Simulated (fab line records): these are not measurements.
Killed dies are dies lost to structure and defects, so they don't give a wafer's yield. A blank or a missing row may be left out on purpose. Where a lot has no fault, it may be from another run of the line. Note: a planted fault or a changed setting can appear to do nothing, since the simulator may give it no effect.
A lot that was struck, set against a sound lot -- flow gf180mcu -- 33 out of 602 route steps
Sound: these wafers, L400.1, L400.2, L400.4. Struck: wafers L398.1, L398.2, L398.6. Last of all comes the cause.
For every step that has rows: the tool of each side, followed by ch and its chambers, followed by its first start. Under that, the readings that differ: sound wafers -- struck wafers -- difference of the means -- sigmas: that difference in standard deviations of wafers without a fault.
alike: a reading whose means differ by less than 2 such deviations, as well as words and numbers matching on both sides. not compared: withheld readings; readings where some wafer has no value; bounds like >300 that might hide an equal value; numbers whose values overlap and for which the record gives no deviation.
A row with sigmas, a row that says differs or no value, or rows on one side alone: a step with any of these is where the two part. Numbers that don't overlap but have no deviation are shown without sigmas and don't part them. A reading missing from all wafers of one side parts the sides only when that side holds two or more wafers.

first, 2 steps without rows for these wafers: GF_M1_PEB_12 (peb time 90 s); GF_M1_DEVELOP_13 (develop time 60 s).
GF_M1_CD_MEAS_14: target cd 230 nm.
  sound: cdSem-02 at day 22 09:52; struck: cdSem-01 at day 21 07:01
  alike: cdNm
GF_M1_OVL_MEAS_15:
  sound: overlay-01 at day 22 09:59; struck: overlay-01 at day 21 07:08
  alike: M1_OVL
GF_M1_METAL_ETCH_16: etches the open film in Cl2/BCl3, stops on SiO2, target depth 627.5 nm, time 104.6 s.
  sound on rieMetal-01 ch 0,1, day 22 10:02; struck on rieMetal-03 ch 0,1, day 21 07:11
  alike: biasW, drypumpMotorCurrentA, oesProductAu, rfFwdPowerW, throttleValvePct
  not compared: rfHoursCounterH
then, 4 steps without rows for these wafers: GF_M1_STRIP_17 (strips in O2/N2); GF_M1_STRIP_18 (strips in post etch residue remover, time 1200 s); GF_M1_CLEAN_19 (cleans in DIW); GF_V1_CVD_00 (deposits SiO2, target thk 600 nm, time 102.3 s).
GF_V1_THK_MEAS_01:
  sound: filmMetro-03 at day 22 10:45; struck: filmMetro-03 at day 21 07:56
  alike: V1_CVD_00_THK
GF_V1_CVD_02: deposits SiO2 from TEOS, target thk 850 nm, time 94.851 s.
  sound on pecvd-02 ch 0,2, day 22 10:49; struck on pecvd-01 ch 0,2, day 21 08:00
  alike: heaterPowerOuterW, heaterPowerW, rfFwdPowerW
GF_V1_THK_MEAS_03:
  sound: filmMetro-03 at day 22 10:53; struck: filmMetro-03 at day 21 08:06
  alike: V1_CVD_02_THK
GF_V1_CMP_04: polishes SiO2.
  sound on cmp-02 ch 0,1,2, day 22 10:59; struck on cmp-02 ch 1,2, day 21 08:10
  no value came back on the struck wafers for edgeZonePressureFrac, headPressurePsi (psi), motorCurrentA (A), timeToEndpointS (s); on the sound wafers edgeZonePressureFrac reads 1.006 0.991 0.998
reading,sound,struck,difference,sigmas
model.SiO2_of_V1_CVD_02.thkNm (nm),632.4 632.2 632.2,841.9 831.3 843,+206.5,
GF_V1_BOW_MEAS_05:
  sound: filmMetro-02 at day 22 11:14; struck: filmMetro-03 at day 21 08:28
  alike: V1_BOW
then, 8 steps without rows for these wafers: GF_V1_DEHYDRATE_06 (time 60 s); GF_V1_HMDS_07 (prime time 60 s); GF_V1_COAT_08; GF_V1_COAT_09 (resist thk 1000 nm); GF_V1_SOFTBAKE_10 (time 60 s); GF_V1_EXPOSE_11 (exposes mask Via1, target cd 260 nm); GF_V1_PEB_12 (peb time 90 s); GF_V1_DEVELOP_13 (develop time 60 s).
GF_V1_CD_MEAS_14: target cd 260 nm.
  sound: cdSem-02 at day 23 10:13; struck: cdSem-01 at day 22 08:11
  alike: cdNm
GF_V1_OVL_MEAS_15:
  sound: overlay-02 at day 23 10:20; struck: overlay-02 at day 22 08:18
  alike: V1_OVL
GF_V1_ETCH_16: etches BARC in N2/H2.
  sound on rieDiel-01 ch 0,1,3, day 23 10:22; struck on rieDiel-03 ch 1,2, day 22 08:20
  alike: biasW, drypumpMotorCurrentA, h2FlowSccm, oesProductAu, rfFwdPowerW, throttleValvePct
GF_V1_ETCH_17: etches SiO2 in C4F8/O2/Ar, stops on TiN, target depth 630 nm.
  sound: rieDiel-01 ch 0,1,3; struck: rieDiel-03 ch 1,2
reading,sound,struck,difference,sigmas
oesProductAu (a.u.),0.857 0.863 0.854,1.632 1.615 1.635,+0.769,+99 or more
model.etch.depthNm (nm),632.4 632.2 632.2,834.5 831.3 838.4,+202.5,
model.V1.featureDepthNm (nm),632.7 632.5 632.5,834.5 831.4 838.4,+202.2,
  alike: biasW, rfFwdPowerW
GF_V1_STRIP_18: strips in O2/N2.
  sound on plasmaAsher-03 ch 0,1, day 23 10:30; struck on plasmaAsher-03 ch 0,1, day 22 08:28
  alike: drypumpMotorCurrentA, heaterPowerW, oesProductAu
  not compared: rfHoursCounterH
then, 4 steps without rows for these wafers: GF_V1_STRIP_19 (strips in post etch residue remover, time 1200 s); GF_V1_CLEAN_20 (cleans in DIW); GF_V1_SPUTTER_21 (material Ti, target thk 15 nm, time 80.02 s); GF_V1_SPUTTER_22 (material TiN, target thk 10 nm, time 40 s).
GF_V1_CVD_23: deposits W, target thk 350 nm, time 105.05 s.
  sound on cvdW-02 ch 0,1, day 23 11:10; struck on cvdW-02 ch 0,1, day 22 09:08
  alike: heaterPowerOuterW, heaterPowerW
GF_V1_CMP_26: polishes, stops on SiO2, t overpolish 15 s, target thk 0 nm.
  sound on cmp-01 ch 1,2,3, day 23 11:31; struck on cmp-01 ch 0,2, day 22 09:25
reading,sound,struck,difference,sigmas
model.SiO2_of_V1_CVD_02.thkNm (nm),628.6 628.4 628.4,838.1 827.5 839.2,+206.5,
  alike: edgeZonePressureFrac, headPressurePsi, motorCurrentA

WHERE THEY PART
Last at GF_V1_ETCH_17 as far as this record goes, first at GF_V1_CMP_04. Later steps at which nothing parts them and some readings are alike: GF_V1_STRIP_18, GF_V1_CVD_23, GF_V1_CMP_26.

WHY: the cause the simulator had injected
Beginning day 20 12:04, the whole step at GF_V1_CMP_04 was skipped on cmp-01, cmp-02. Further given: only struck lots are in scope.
